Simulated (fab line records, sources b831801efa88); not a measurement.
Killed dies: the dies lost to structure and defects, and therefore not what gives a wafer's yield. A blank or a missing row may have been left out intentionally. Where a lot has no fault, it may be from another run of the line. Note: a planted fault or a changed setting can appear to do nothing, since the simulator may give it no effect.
2 desks looking at one fault :: flow gf180mcu :: what lay behind the numbers comes last; until then each desk has only its own

== AT THE TOOL OWNER'S DESK: lithoTrack-02 ==
The tool's own readings at GF_DNWELL_COAT_02 (resist thk 3000 nm): means of the sampled wafers that have a number, for each lot that ran on this tool. The brackets show how far a lot's mean lies from the usual mean; more than 4 standard deviations puts the lot out of limits, marked OUT.
Columns: A = spinSpeedRpm at GF_DNWELL_COAT_02, usual 1999.7 rpm
lot: L311
first seen here: day 4 06:26
A: 1999.3

lot: L313
first seen here: day 4 16:31
A: 2000.3

lot: L319
first seen here: day 6 02:05
A: 1863.7 (-99 or more) OUT

lot: L322
first seen here: day 6 14:34
A: 1863.7 (-99 or more) OUT
This desk's finding: out of limits on L319, L322; first on L319, day 6 02:05 (spinSpeedRpm at GF_DNWELL_COAT_02). L311, L313: within limits.

== THE METROLOGY DESK ==
Lot by lot, what the gauges showed, no matter which tool ran the lot: averages of those sampled wafers that carry a number. The brackets show how far a lot's mean lies from the usual mean; more than 4 standard deviations puts the lot out of limits, marked OUT.
Columns: A = STI_OXIDATION_01_THK at GF_STI_THK_MEAS_22, usual 15.02 nm
lot: L304
first seen here: day 2 09:47
A: 14.80

lot: L305
first seen here: day 2 13:30
A: 15.02

lot: L306
first seen here: day 2 18:40
A: 15.06

lot: L308
first seen here: day 3 04:46
A: 14.58

lot: L309
first seen here: day 3 09:45
A: 15.39

lot: L311
first seen here: day 3 21:37
A: 15.58

lot: L313
first seen here: day 4 07:19
A: 14.84

lot: L319
first seen here: day 5 14:49
A: 15.21

lot: L322
first seen here: day 6 04:37
A: 14.62

lot: L324
first seen here: day 6 15:07
A: 14.90

lot: L325
first seen here: day 6 19:36
A: 15.11

lot: L326
first seen here: day 7 01:41
A: 15.38
This desk's finding: nothing out of limits on any of the 12 lots.

== TAKEN TOGETHER ==
On L319, L322, at day 6 02:05, an alarm was possible from the tool owner's desk.
Metrology desk: nothing out of limits seen.
The metrology desk has L319, L322 on record, within its limits.
On lithoTrack-02, each named lot ran GF_DNWELL_COAT_02.

== WHAT HAD BEEN PUT IN BY THE SIMULATOR ==
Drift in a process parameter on lithoTrack-02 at GF_DNWELL_COAT_02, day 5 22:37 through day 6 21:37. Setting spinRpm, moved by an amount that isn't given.
Lots struck among those shown: L319, L322.
Hours from the fault's start to each desk's first reading out of limits: the tool owner's desk, 3.
